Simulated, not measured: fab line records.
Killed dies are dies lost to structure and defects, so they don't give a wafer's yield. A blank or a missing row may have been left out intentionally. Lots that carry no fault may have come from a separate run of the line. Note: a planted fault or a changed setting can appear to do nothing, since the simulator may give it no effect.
Matching of chambers | flow sky130 | 4 sister chambers for SKY_VIA4_CMP_21 on cmp-02
The step polishes, stops on SiO2, t overpolish 25 s, target thk 0 nm. 4 wafers are shown with their chamber, then 12 later ones without.

EACH WAFER AND ITS CHAMBER
wafer  | chamber | motorCurrentA (A)
L087.2 | 3       | 10.3
L090.1 | 2       | 10.2
L090.2 | 1       | 12.2
L090.5 | 0       | 9.6

WAFERS WITHOUT THEIR CHAMBER
wafer  | motorCurrentA (A)
L091.4 | 10.8
L091.5 | 9.6
L091.6 | 10.5
L091.1 | 8.9
L091.2 | 13.0
L091.3 | 9.7
L094.2 | 10.3
L094.3 | 9.8
L094.4 | 9.7
L097.1 | 10.5
L097.5 | 10.5
L097.6 | 9.9

WHICH CHAMBER EACH ONE RAN IN
wafer  | from the rows above          | in truth
L091.4 | can't be placed: 3 or 2 or 0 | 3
L091.5 | can't be placed: 0 or 2 or 3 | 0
L091.6 | can't be placed: 3 or 2 or 0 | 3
L091.1 | can't be placed: 0 or 2 or 3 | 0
L091.2 | 1                            | 1
L091.3 | can't be placed: 0 or 2 or 3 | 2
L094.2 | can't be placed: 3 or 2 or 0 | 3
L094.3 | can't be placed: 0 or 2 or 3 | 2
L094.4 | can't be placed: 0 or 2 or 3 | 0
L097.1 | can't be placed: 3 or 2 or 0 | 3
L097.5 | can't be placed: 3 or 2 or 0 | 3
L097.6 | can't be placed: 2 or 0 or 3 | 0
Placed correctly: 1 of 12. Cannot be placed on the basis of these rows: 11; the candidates contain the true chamber in 11. Wrongly placed: 0.
How it was worked out, from the rows above alone: a wafer's distance from a chamber is the root of the sum, over the readings, of the square of ((its reading less the chamber's mean) divided by the reading's scatter). If the next closest chamber is less than 2 further off than the closest, the wafer can't be placed; otherwise it belongs to the closest. Each chamber's mean is taken over the wafers shown for it. The scatter: root of mean squared gap, hidden wafer to nearest shown wafer, with one shown wafer a chamber.
